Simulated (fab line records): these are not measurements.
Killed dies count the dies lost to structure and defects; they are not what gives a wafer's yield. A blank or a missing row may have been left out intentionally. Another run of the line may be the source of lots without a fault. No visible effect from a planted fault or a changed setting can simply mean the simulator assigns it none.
fab line records | flow sky130
[record] lots = 6 | wafers = 18 | lastDay = 50
route steps=708 shown VIA4@645 METAL5@661 PAD_OPEN@708
lots that met no fault: from a run of the same line without faults
startH: hours from the record's first day to the start of the lot's first wafer shown | waitH: how many hours have passed since the lot's step before this one | " the same as in the row above | L1.1+2: a row that stands for several wafers | - value missing, or start not given | * or withheld: withheld | < > ~ a bound
route shown NAME@n: NAME is a module with steps in the file, n the number in the route of the first one | usual: mean and standard deviation over wafers with no fault | same: alike in all rows | chamber/n: place in a boat | sites: the reading at each site | _std_site: their standard deviation | _edge_site: the outer-site mean with the inner-site mean subtracted | radiusMm: how far each site lies from the wafer's centre | mask NAME#n: copy n | behind: the last tool/chamber to shape the wafer | hold: what put the lot on hold/how long, in hours/how the hold closed | device: the transistor (n, p or np) that didn't switch | end of line: the tests these same wafers got at the end of their route | for a step that has no rows: nothing shown but its recipe | killed: not the wafer's yield, but the dies lost to structure and defects at the first sort | map: per-die view of a wafer (x killed, . not killed, _ where there is no die)
set.NAME: the setting the step ran with; set.NAME@STEP: the setting that earlier step ran with | model.NAME: the simulator's own value behind a step, which no gauge read
certain route steps with their lots: each step a table, each wafer a row
services: the hour from which a tool's chamber was out of use, counted from the record's first day as startH (under 0 if before that day), plus the number of hours and why
[[steps]]
[step SKY_VIA4_COAT_06]
[recipe] resist = NOVOLAK | spinRpm = 3000 | resistThkNm = 1140
[step SKY_VIA4_SOFTBAKE_07]
[recipe] tempC = 90 | timeS = 60 | resist = NOVOLAK
[step SKY_VIA4_EXPOSE_08]
[recipe] maskId = VIM4 | na = 0.6 | sourceShape = conventional | sigmaOuter = 0.6 | polarization = unpolarized | targetCdNm = 800 | doseMj = 132
[step SKY_VIA4_PEB_09]
[recipe] tempC = withheld | timeS = * | resist = NOVOLAK
[step SKY_VIA4_DEVELOP_10]
[recipe] resist = NOVOLAK | developer = TMAH | developTimeS = 60 | devTempC = 23
[step SKY_VIA4_OVL_MEAS_11]
[usual] VIA4_OVL = 1.0/1.5
lot.wafer | tool       | chamber | startH  | waitH | VIA4_OVL[nm]
L839.1    | overlay-02 | -       | 1043.25 | 0.1   | 2.1
L839.5    | "          | -       | "       | "     | 0.3
L839.6    | "          | -       | "       | "     | 1.3
L845.1    | overlay-02 | -       | 1068.60 | 0.1   | 1.0
L845.2    | "          | -       | "       | "     | 1.4
L845.4    | "          | -       | "       | "     | -0.9
L846.1    | overlay-02 | -       | 1074.05 | 0.1   | 3.5
L846.2    | "          | -       | "       | "     | 1.9
L846.4    | "          | -       | "       | "     | 0.7
L848.4    | overlay-01 | -       | 1086.83 | 0.1   | 1.5
L848.5    | "          | -       | "       | "     | 1.1
L848.6    | "          | -       | "       | "     | 2.1
L849.2    | overlay-02 | -       | 1091.57 | 0.1   | -0.7
L849.4    | "          | -       | "       | "     | -0.2
L849.6    | "          | -       | "       | "     | 0.0
L856.1    | overlay-02 | -       | 1134.17 | 0.1   | 1.9
L856.2    | "          | -       | "       | "     | 1.9
L856.3    | "          | -       | "       | "     | 2.3
[step SKY_VIA4_ETCH_12]
[recipe] target = SiO2 | chemistry = C4F8/O2/Ar | stopOn = TiN | maskMaterial = NOVOLAK | sourceW = 1500 | biasW = 1200 | pressureMtorr = 40 | c4f8FlowSccm = withheld | O2_flow_sccm = 6 | Ar_flow_sccm = 300 | timeS = withheld | targetDepthA = 5800
[usual] oesProductAu = 0.926/0.0049
lot.wafer | tool       | chamber | startH  | waitH | oesProductAu
L839.1    | rieDiel-04 | 1       | 1043.29 | 0.0   | 0.930
L839.5    | "          | 1       | "       | "     | 0.932
L839.6    | "          | 0       | "       | "     | 0.932
L845.1    | rieDiel-02 | 2       | 1068.64 | 0.0   | 0.922
L845.2    | "          | 1       | "       | "     | 0.932
L845.4    | "          | 3       | "       | "     | 0.923
L846.1    | rieDiel-04 | 3       | 1074.09 | 0.0   | 0.926
L846.2    | "          | 1       | "       | "     | 0.924
L846.4    | "          | 0       | "       | "     | 0.931
L848.4    | rieDiel-04 | 1       | 1086.85 | 0.0   | 0.923
L848.5    | "          | 1       | "       | "     | 0.920
L848.6    | "          | 0       | "       | "     | 0.933
L849.2    | rieDiel-01 | 1       | 1091.60 | 0.0   | 0.924
L849.4    | "          | 2       | "       | "     | 0.928
L849.6    | "          | 3       | "       | "     | 0.930
L856.1    | rieDiel-04 | 0       | 1134.21 | 0.0   | 0.921
L856.2    | "          | 2       | "       | "     | 0.930
L856.3    | "          | 3       | "       | "     | 0.917
[step SKY_VIA4_STRIP_13]
[recipe] chemistry = O2/N2 | powerW = 1400 | pressureMtorr = 1500 | platenTempC = withheld | o2FlowSccm = 3000 | n2FlowSccm = 300 | overashFraction = 0.5
[usual] drypumpMotorCurrentA = 5.7/0.33 | oesProductAu = 0.710/0.005 | stripTimeToEndpointS = 12.810/0.029
lot.wafer | tool           | chamber | startH  | waitH | drypumpMotorCurrentA | oesProductAu | rfHoursCounterH | stripTimeToEndpointS
L839.1    | plasmaAsher-04 | 1       | 1043.36 | -     | 6.0                  | 0.714        | 61              | 12.801
L839.5    | "              | 1       | "       | "     | 6.0                  | 0.707        | -               | 12.874
L839.6    | "              | 0       | "       | "     | 5.7                  | 0.708        | -               | 12.827
L845.1    | plasmaAsher-04 | 0       | 1068.71 | -     | 5.7                  | 0.708        | 64              | 12.808
L845.2    | "              | 1       | "       | "     | 6.0                  | 0.707        | 64              | 12.866
L845.4    | "              | 1       | "       | "     | 6.0                  | 0.720        | -               | 12.848
L846.1    | plasmaAsher-02 | 0       | 1074.16 | -     | 5.1                  | 0.708        | 96              | 12.798
L846.2    | "              | 1       | "       | "     | 6.2                  | 0.712        | 96              | 12.843
L846.4    | "              | 0       | "       | "     | 5.1                  | 0.705        | -               | 12.843
L848.4    | plasmaAsher-01 | 0       | 1086.96 | -     | 5.3                  | 0.713        | -               | 12.776
L848.5    | "              | 0       | "       | "     | 5.3                  | 0.716        | -               | 12.801
L848.6    | "              | 1       | "       | "     | 5.5                  | 0.698        | -               | 12.810
L849.2    | plasmaAsher-01 | 0       | 1091.67 | -     | 5.3                  | 0.711        | 35              | 12.808
L849.4    | "              | 1       | "       | "     | 5.5                  | 0.711        | -               | 12.764
L849.6    | "              | 0       | "       | "     | 5.3                  | 0.718        | -               | 12.806
L856.1    | plasmaAsher-04 | 0       | 1134.28 | -     | 5.7                  | 0.707        | 70              | 12.753
L856.2    | "              | 1       | "       | "     | 6.0                  | 0.712        | 70              | 12.803
L856.3    | "              | 0       | "       | "     | 5.7                  | 0.712        | -               | 12.801
[step SKY_VIA4_STRIP_14]
[recipe] chemistry = postEtchResidueRemover | timeS = 1200 | tempC = 72.5
[step SKY_VIA4_CLEAN_15]
[recipe] chemistry = IPA | timeS = 180 | tempC = 25
[step SKY_VIA4_CLEAN_16]
[recipe] chemistry = O3/DIW | dry = n2Spin
[step SKY_VIA4_SPUTTER_17]
[recipe] material = TiN | targetThkNm = 20 | chamberPressurePa = 5 | powerW = 4000 | timeS = 80
[usual] throttleValvePct = 29.2/1.1
[same] timeS = 80
lot.wafer | tool          | chamber | startH  | waitH | throttleValvePct
L839.1    | pvdSputter-03 | -       | 1043.95 | 0.0   | 28.5
L839.5    | "             | -       | "       | "     | 28.5
L839.6    | "             | -       | "       | "     | 29.2
L845.1    | pvdSputter-02 | -       | 1069.30 | 0.0   | 30.8
L845.2    | "             | -       | "       | "     | 30.1
L845.4    | "             | -       | "       | "     | 28.6
L846.1    | pvdSputter-03 | -       | 1074.78 | 0.0   | 28.2
L846.2    | "             | -       | "       | "     | 29.3
L846.4    | "             | -       | "       | "     | 28.7
L848.4    | pvdSputter-02 | -       | 1087.56 | 0.0   | 28.3
L848.5    | "             | -       | "       | "     | 28.5
L848.6    | "             | -       | "       | "     | 30.8
L849.2    | pvdSputter-02 | -       | 1092.30 | 0.0   | 28.4
L849.4    | "             | -       | "       | "     | 30.6
L849.6    | "             | -       | "       | "     | 30.1
L856.1    | pvdSputter-04 | -       | 1134.91 | 0.0   | 29.8
L856.2    | "             | -       | "       | "     | 28.3
L856.3    | "             | -       | "       | "     | 30.2
[step SKY_VIA4_CVD_18]
[recipe] material = W | targetThkNm = 505 | timeS = 152.14 | tempC = 400 | pressureTorr = 40
[usual] heaterPowerW = 885/68 | susceptorTempC = 399.95/0.21
[same] timeS = 152.14
lot.wafer | tool    | chamber | startH  | waitH | heaterPowerW | susceptorTempC | model.W_of_VIA4_CVD_18.thkNm
L839.1    | cvdW-01 | 0       | 1044.01 | 0.0   | 820          | 399.77         | 507
L839.5    | "       | 1       | "       | "     | 924          | 400.11         | 498.8
L839.6    | "       | 0       | "       | "     | 785          | 399.87         | 506.7
L845.1    | cvdW-02 | 0       | 1069.36 | 0.0   | 840          | 399.89         | 513.7
L845.2    | "       | 1       | "       | "     | 980          | 400.44         | 502
L845.4    | "       | 0       | "       | "     | 825          | 399.69         | 516.3
L846.1    | cvdW-02 | 1       | 1074.85 | 0.0   | 892          | 390.24         | 418
L846.2    | "       | 0       | "       | "     | 797          | 389.96         | 435.2
L846.4    | "       | 0       | "       | "     | 802          | 389.70         | 433.9
L848.4    | cvdW-02 | 0       | 1087.67 | 0.1   | 780          | 390.05         | 434.9
L848.5    | "       | 0       | "       | "     | 807          | 389.78         | 435.9
L848.6    | "       | 1       | "       | "     | 906          | 390.05         | 425.1
L849.2    | cvdW-01 | 1       | 1092.36 | 0.0   | 934          | 400.01         | 503.1
L849.4    | "       | 0       | "       | "     | 792          | 400.04         | 500.3
L849.6    | "       | 1       | "       | "     | 938          | 399.98         | 505.4
L856.1    | cvdW-01 | 1       | 1134.97 | 0.0   | 908          | 400.27         | 510.4
L856.2    | "       | 0       | "       | "     | 812          | 399.99         | 499.2
L856.3    | "       | 0       | "       | "     | 790          | 400.24         | 504.8
[step SKY_VIA4_RS_MEAS_19]
[recipe] thkMeasGauge = four-point-probe | reads = W_of_VIA4_CVD_18+TiN_of_VIA4_SPUTTER_17
[usual] VIA4_W_RS = 0.226/0.0038
lot.wafer | tool         | chamber | startH  | waitH | VIA4_W_RS[ohm/sq]
L839.1    | filmMetro-03 | -       | 1044.17 | 0.1   | 0.225
L839.5    | "            | -       | "       | "     | 0.229
L839.6    | "            | -       | "       | "     | 0.225
L845.1    | filmMetro-02 | -       | 1069.52 | 0.1   | 0.223
L845.2    | "            | -       | "       | "     | 0.228
L845.4    | "            | -       | "       | "     | 0.222
L846.1    | filmMetro-04 | -       | 1075.00 | 0.1   | 0.273
L846.2    | "            | -       | "       | "     | 0.263
L846.4    | "            | -       | "       | "     | 0.263
L848.4    | filmMetro-03 | -       | 1087.83 | 0.1   | 0.264
L848.5    | "            | -       | "       | "     | 0.263
L848.6    | "            | -       | "       | "     | 0.270
L849.2    | filmMetro-02 | -       | 1092.53 | 0.1   | 0.228
L849.4    | "            | -       | "       | "     | 0.229
L849.6    | "            | -       | "       | "     | 0.226
L856.1    | filmMetro-02 | -       | 1135.12 | 0.1   | 0.224
L856.2    | "            | -       | "       | "     | 0.230
L856.3    | "            | -       | "       | "     | 0.227
[step SKY_VIA4_THK_MEAS_20]
[recipe] thkMeasGauge = xrf | reads = W_of_VIA4_CVD_18
[usual] VIA4_W_THK = 511/10
lot.wafer | tool         | chamber | startH  | waitH | VIA4_W_THK[nm]
L839.1    | filmMetro-03 | -       | 1044.29 | 0.1   | 510
L839.5    | "            | -       | "       | "     | 501
L839.6    | "            | -       | "       | "     | 510
L845.1    | filmMetro-02 | -       | 1069.64 | 0.1   | 528
L845.2    | "            | -       | "       | "     | 511
L845.4    | "            | -       | "       | "     | 527
L846.1    | filmMetro-04 | -       | 1075.12 | 0.1   | 421
L846.2    | "            | -       | "       | "     | 442
L846.4    | "            | -       | "       | "     | 438
L848.4    | filmMetro-03 | -       | 1087.92 | 0.1   | 435
L848.5    | "            | -       | "       | "     | 437
L848.6    | "            | -       | "       | "     | 426
L849.2    | filmMetro-02 | -       | 1092.64 | 0.1   | 511
L849.4    | "            | -       | "       | "     | 510
L849.6    | "            | -       | "       | "     | 517
L856.1    | filmMetro-02 | -       | 1135.24 | 0.1   | 522
L856.2    | "            | -       | "       | "     | 508
L856.3    | "            | -       | "       | "     | 514
[step SKY_VIA4_CMP_21]
[recipe] stopOn = SiO2 | tOverpolishS = 25 | downForcePsi = 3.5 | platenRpm = 60 | targetThkNm = 0 | padVelocityMS = 0.94248
[usual] edgeZonePressureFrac = 1.000/0.0046 | headPressurePsi = 3.501/0.0067 | motorCurrentA = 10.9/0.97 | retainingRingPressureFrac = 1.000/0.0048 | timeToEndpointS = 124/4.9
lot.wafer | tool   | chamber | startH  | waitH | edgeZonePressureFrac | headPressurePsi | motorCurrentA | retainingRingPressureFrac | timeToEndpointS
L839.1    | cmp-02 | 0       | 1044.50 | 0.2   | 0.994                | 3.500           | 10.5          | 1.000                     | 125
L839.6    | "      | 1       | "       | "     | 1.005                | 3.513           | 10.7          | 0.989                     | 123
L839.5    | "      | 2       | "       | "     | 1.000                | 3.504           | 11.1          | 0.999                     | 125
L845.4    | cmp-02 | 0       | 1069.70 | 0.0   | 1.003                | 3.507           | 10.9          | 0.992                     | 124
L845.2    | "      | 2       | "       | "     | 0.998                | 3.492           | 10.4          | 1.003                     | 127
L845.1    | "      | 3       | "       | "     | 0.993                | 3.498           | 12.4          | 0.993                     | 128
L846.1    | cmp-02 | 2       | 1075.18 | 0.1   | 1.001                | 3.492           | 10.8          | 0.997                     | 105
L846.4    | "      | 0       | "       | "     | 0.998                | 3.492           | 10.9          | 1.001                     | 107
L846.2    | "      | 1       | "       | "     | 1.002                | 3.496           | 10.4          | 1.004                     | 105
L848.4    | cmp-02 | 2       | 1088.10 | 0.2   | 1.001                | 3.503           | 11.1          | 1.002                     | 112
L848.5    | "      | 2       | "       | "     | 0.996                | 3.510           | 10.7          | 0.999                     | 111
L848.6    | "      | 3       | "       | "     | 0.993                | 3.508           | 12.5          | 1.007                     | 108
L849.2    | cmp-02 | 2       | 1092.79 | 0.1   | 0.991                | 3.499           | 10.3          | 0.996                     | 133
L849.4    | "      | 3       | "       | "     | 0.991                | 3.512           | 12.1          | 0.997                     | 123
L849.6    | "      | 0       | "       | "     | 0.994                | 3.502           | 10.1          | 0.993                     | 129
L856.1    | cmp-02 | 1       | 1135.30 | 0.1   | 0.999                | 3.496           | 10.2          | 0.997                     | 124
L856.2    | "      | 2       | "       | "     | 1.006                | 3.488           | 11.0          | 0.999                     | 130
L856.3    | "      | 0       | "       | "     | 0.989                | 3.490           | 10.9          | 0.991                     | 129
[step SKY_METAL5_SPUTTER_00]
[recipe] material = Ti | targetThkNm = 15 | powerW = 3000 | timeS = 10 | chamberPressurePa = 0.4
[usual] throttleValvePct = 29.6/1
[same] timeS = 10
lot.wafer | tool          | chamber | startH  | waitH | throttleValvePct
L839.1    | pvdSputter-01 | -       | 1044.65 | 0.1   | 31.0
L839.5    | "             | -       | "       | "     | 29.6
L839.6    | "             | -       | "       | "     | 30.2
L845.1    | pvdSputter-01 | -       | 1070.00 | 0.1   | 29.8
L845.2    | "             | -       | "       | "     | 30.6
L845.4    | "             | -       | "       | "     | 30.6
L846.1    | pvdSputter-01 | -       | 1075.48 | 0.2   | 30.4
L846.2    | "             | -       | "       | "     | 29.4
L846.4    | "             | -       | "       | "     | 30.2
L848.4    | pvdSputter-03 | -       | 1088.40 | 0.2   | 28.4
L848.5    | "             | -       | "       | "     | 28.2
L848.6    | "             | -       | "       | "     | 29.4
L849.2    | pvdSputter-02 | -       | 1092.99 | 0.1   | 28.1
L849.4    | "             | -       | "       | "     | 30.8
L849.6    | "             | -       | "       | "     | 30.4
L856.1    | pvdSputter-03 | -       | 1135.60 | 0.2   | 29.2
L856.2    | "             | -       | "       | "     | 28.0
L856.3    | "             | -       | "       | "     | 31.2
[step SKY_PAD_OPEN_PROBE_99]
[usual] defectLimitedYield = 82.1/1.7 | killed_at_M0_to_M3 = 44/6.4 | killed_at_M4_up = 3.0/1.8 | killedAtContacts = 24/5 | killedAtFrontEnd = 16/4.3 | killedAtOther = 0.4/0.76 | killedDies = 88/8.6 | killedOpen = 47/7.2 | killedShort = 40/5.5 | sort_bin_3_pad_short = 0.9/0.44 | sort_bin_5_function = 10.6/1.5 | sort_bin_6_memory = 6.4/1.2 | sortNPass = 404/8.6 | sortYieldPct = 82.1/1.7
[same] grossDies = 492 | killedAtBackSide = 0 | sort_bin_4_leakage[%] = 0 | sort_bin_8_speed[%] = 0
lot.wafer | tool      | chamber | startH  | waitH | defectLimitedYield[%] | killed_at_M0_to_M3 | killed_at_M4_up | killedAtContacts | killedAtFrontEnd | killedAtOther | killedDies | killedOpen | killedShort | sort_bin_3_pad_short[%] | sort_bin_5_function[%] | sort_bin_6_memory[%] | sortNPass | sortYieldPct[%]
L845.1    | prober-02 | -       | 1134.21 | 0.1   | 81.1                  | 47                 | 7               | 19               | 20               | 0             | 93         | 43         | 49          | 1.6                     | 12.2                   | 5.1                  | 399       | 81.1
L845.2    | prober-02 | -       | 1134.26 | 0.1   | 82.5                  | 37                 | 3               | 22               | 23               | 1             | 86         | 50         | 36          | 1.6                     | 10.0                   | 5.9                  | 406       | 82.5
L845.4    | prober-02 | -       | 1134.36 | 0.2   | 81.1                  | 47                 | 3               | 22               | 21               | 0             | 93         | 56         | 37          | 1.0                     | 11.6                   | 6.3                  | 399       | 81.1
L846.1    | prober-01 | -       | 1139.22 | 0.1   | 83.5                  | 42                 | 5               | 21               | 13               | 0             | 81         | 41         | 39          | 1.2                     | 8.5                    | 6.7                  | 411       | 83.5
L846.2    | prober-01 | -       | 1139.27 | 0.1   | 84.3                  | 36                 | 4               | 24               | 13               | 0             | 77         | 39         | 37          | 0.8                     | 9.8                    | 5.1                  | 415       | 84.3
L846.4    | prober-01 | -       | 1139.37 | 0.2   | 82.3                  | 42                 | 4               | 26               | 13               | 2             | 87         | 41         | 45          | 1.0                     | 10.2                   | 6.5                  | 405       | 82.3
L848.4    | prober-01 | -       | 1149.67 | 0.2   | 83.1                  | 44                 | 1               | 23               | 15               | 0             | 83         | 51         | 32          | 0.4                     | 10.4                   | 6.1                  | 409       | 83.1
L848.5    | prober-01 | -       | 1149.72 | 0.2   | 84.3                  | 43                 | 2               | 20               | 11               | 1             | 77         | 39         | 38          | 1.0                     | 8.3                    | 6.3                  | 415       | 84.3
L848.6    | prober-01 | -       | 1149.77 | 0.2   | 83.3                  | 45                 | 1               | 21               | 14               | 1             | 82         | 42         | 40          | 0.6                     | 10.6                   | 5.5                  | 410       | 83.3
L849.2    | prober-02 | -       | 1154.12 | 0.1   | 80.7                  | 35                 | 5               | 28               | 26               | 1             | 95         | 55         | 38          | 0.8                     | 11.4                   | 7.1                  | 397       | 80.7
L849.4    | prober-02 | -       | 1154.22 | 0.2   | 83.3                  | 38                 | 3               | 26               | 15               | 0             | 82         | 38         | 43          | 1.2                     | 9.8                    | 5.7                  | 410       | 83.3
L849.6    | prober-02 | -       | 1154.32 | 0.2   | 82.7                  | 44                 | 1               | 22               | 18               | 0             | 85         | 45         | 40          | 1.0                     | 8.3                    | 7.9                  | 407       | 82.7
L856.1    | prober-01 | -       | 1191.87 | 0.1   | 81.9                  | 46                 | 3               | 22               | 17               | 1             | 89         | 43         | 45          | 1.4                     | 10.8                   | 5.9                  | 403       | 81.9
L856.2    | prober-01 | -       | 1191.92 | 0.1   | 83.5                  | 44                 | 6               | 22               | 9                | 0             | 81         | 40         | 41          | 1.2                     | 9.1                    | 6.1                  | 411       | 83.5
L856.3    | prober-01 | -       | 1191.97 | 0.2   | 83.1                  | 43                 | 2               | 19               | 16               | 3             | 83         | 42         | 39          | 0.6                     | 11.4                   | 4.9                  | 409       | 83.1
// killed by level:class
L845.1 CONTACT:geometricParticle:open=10 METAL2:geometricParticle:short=10 VIA1:geometricParticle:open=7 VIA3:geometricParticle:open=6 FIELD_ISO:geometricParticle:open=5 FIELD_ISO:geometricParticle:short=5 METAL4:geometricParticle:short=5 POLY_GATE:geometricParticle:open=4
L845.2 VIA1:geometricParticle:open=11 FIELD_ISO:geometricParticle:open=8 LI_CONTACT:geometricParticle:open=7 METAL1:geometricParticle:short=6 CONTACT:geometricParticle:open=6 CONTACT:geometricParticle:short=5 VIA3:geometricParticle:open=5 POLY_GATE:geometricParticle:open=4
L845.4 CONTACT:geometricParticle:open=10 VIA1:geometricParticle:open=8 LI_CONTACT:geometricParticle:open=7 VIA3:geometricParticle:open=7 POLY_GATE:geometricParticle:open=6 VIA2:geometricParticle:open=6 METAL2:geometricParticle:short=5 METAL1:geometricParticle:short=5
L846.1 VIA1:geometricParticle:short=10 VIA1:geometricParticle:open=8 CONTACT:geometricParticle:open=7 LI_CONTACT:geometricParticle:open=6 VIA2:geometricParticle:open=6 METAL2:geometricParticle:short=4 CONTACT:geometricParticle:short=4 METAL1:geometricParticle:short=4
L846.2 METAL1:geometricParticle:short=10 VIA1:geometricParticle:open=10 CONTACT:geometricParticle:open=8 POLY_GATE:geometricParticle:short=5 LI_CONTACT:geometricParticle:open=5 VIA2:geometricParticle:open=4 VIA3:geometricParticle:short=4 POLY_GATE:geometricParticle:open=3
L846.4 VIA1:geometricParticle:open=13 CONTACT:geometricParticle:open=9 METAL1:geometricParticle:short=9 LI_CONTACT:geometricParticle:short=6 VIA1:geometricParticle:short=5 VIA3:geometricParticle:open=5 FIELD_ISO:geometricParticle:short=4 CONTACT:geometricParticle:short=4
L848.4 VIA2:geometricParticle:open=10 VIA1:geometricParticle:open=9 LI_CONTACT:geometricParticle:open=8 CONTACT:geometricParticle:open=8 VIA1:geometricParticle:short=6 POLY_GATE:geometricParticle:short=5 VIA3:geometricParticle:open=5 METAL2:geometricParticle:short=4
L848.5 VIA2:geometricParticle:open=8 LI_CONTACT:geometricParticle:open=7 METAL1:geometricParticle:short=7 METAL2:geometricParticle:short=7 CONTACT:geometricParticle:open=6 VIA1:geometricParticle:short=5 VIA2:geometricParticle:short=4 FIELD_ISO:geometricParticle:open=3
L848.6 CONTACT:geometricParticle:open=9 VIA1:geometricParticle:open=9 VIA1:geometricParticle:short=8 METAL1:geometricParticle:short=7 VIA2:geometricParticle:open=5 LI_CONTACT:geometricParticle:open=4 METAL3:geometricParticle:short=4 FIELD_ISO:geometricParticle:open=3
L849.2 CONTACT:geometricParticle:open=15 VIA1:geometricParticle:open=8 POLY_GATE:geometricParticle:short=7 VIA2:geometricParticle:open=7 LI_CONTACT:geometricParticle:open=6 VIA1:geometricParticle:short=6 FIELD_ISO:geometricParticle:short=5 METAL2:geometricParticle:short=5
L849.4 LI_CONTACT:geometricParticle:open=11 FIELD_ISO:geometricParticle:short=8 CONTACT:geometricParticle:open=7 VIA1:geometricParticle:open=7 METAL1:geometricParticle:short=6 VIA3:geometricParticle:open=5 CONTACT:geometricParticle:short=5 VIA2:geometricParticle:short=5
L849.6 CONTACT:geometricParticle:open=13 VIA2:geometricParticle:open=9 METAL1:geometricParticle:short=7 VIA1:geometricParticle:short=7 CONTACT:geometricParticle:short=6 VIA3:geometricParticle:open=6 FIELD_ISO:geometricParticle:short=5 POLY_GATE:geometricParticle:short=5
L856.1 VIA1:geometricParticle:open=10 LI_CONTACT:geometricParticle:open=9 VIA1:geometricParticle:short=8 VIA3:geometricParticle:open=7 METAL2:geometricParticle:short=6 LOCAL_INTERCONNECT:geometricParticle:short=5 METAL1:geometricParticle:short=5 VIA2:geometricParticle:open=5
L856.2 VIA1:geometricParticle:open=10 LI_CONTACT:geometricParticle:open=9 METAL2:geometricParticle:short=7 VIA3:geometricParticle:open=6 VIA1:geometricParticle:short=5 LOCAL_INTERCONNECT:geometricParticle:short=4 METAL4:geometricParticle:short=4 LI_CONTACT:geometricParticle:short=3
L856.3 VIA1:geometricParticle:open=11 CONTACT:geometricParticle:open=7 METAL2:geometricParticle:short=7 VIA2:geometricParticle:open=7 FIELD_ISO:geometricParticle:short=6 METAL1:geometricParticle:short=6 LI_CONTACT:geometricParticle:open=5 LOCAL_INTERCONNECT:geometricParticle:short=4
[[services]]
tool           | chamber | startH  | hours | kind
pvdSputter-04  | -       | 1020.70 | 25.5  | repair
rieDiel-01     | -       | 1022.07 | 1.1   | repair
pvdSputter-03  | -       | 1029.83 | 0.6   | repair
rieDiel-02     | 1       | 1030.39 | 7.6   | repair
pvdSputter-04  | -       | 1037.26 | 3.9   | repair
pvdSputter-03  | -       | 1054.86 | 1.7   | repair
pvdSputter-04  | -       | 1067.73 | 3.7   | repair
cvdW-01        | -       | 1067.76 | 0.3   | repair
pvdSputter-03  | -       | 1069.94 | 2.9   | repair
rieDiel-02     | 1       | 1076.88 | 3.5   | repair
pvdSputter-04  | -       | 1080.07 | 1.6   | repair
rieDiel-02     | 2       | 1087.29 | 28.0  | repair
plasmaAsher-01 | -       | 1088.07 | 0.4   | repair
rieDiel-02     | 1       | 1101.56 | 4.4   | repair
cmp-02         | -       | 1109.47 | 4.2   | pm
rieDiel-02     | -       | 1112.76 | 7.0   | repair
rieDiel-04     | 3       | 1117.63 | 3.8   | repair
cmp-02         | -       | 1120.20 | 3.9   | repair
rieDiel-01     | 1       | 1120.20 | 11.9  | repair
rieDiel-02     | 2       | 1126.45 | 3.4   | repair
pvdSputter-01  | -       | 1130.45 | 3.5   | repair
pvdSputter-03  | 3       | 1135.10 | -     | consumableReplace:kit
pvdSputter-03  | 3       | 1135.10 | 18.0  | scheduledDown
cmp-02         | -       | 1135.60 | 4.4   | pm
[[key]]
[firstSign] step = SKY_VIA4_CVD_18 | reading = susceptorTempC | direction = down | sigmas = 46 | usual = * | struck = *
[effect] step = SKY_VIA4_RS_MEAS_19 | reading = VIA4_W_RS | direction = up | sigmas = 11 | usual = 0.226 | struck = 0.266
[effect] step = SKY_VIA4_THK_MEAS_20 | reading = VIA4_W_THK | direction = down | sigmas = 7.7 | usual = 511 | struck = 433
[effect] step = SKY_VIA4_CMP_21 | reading = timeToEndpointS | direction = down | sigmas = 3.3 | usual = * | struck = *
[modelEffect] step = SKY_VIA4_CVD_18 | value = W_of_VIA4_CVD_18.thkNm | without = 514.8 | struck = 430.5
metAt SKY_VIA4_CVD_18
struckWafers L846.1,L846.2,L846.4,L848.4,L848.5,L848.6
onsetBetween 1069.36 1074.85
[fault] kind = processParameterDrift | tool = cvdW-02 | chamber = - | onsetH = 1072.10 | steps = SKY_VIA4_CVD_18 | channel = tempC | offset = * | shape = step | endH = 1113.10 | actsIn = * | stated = *
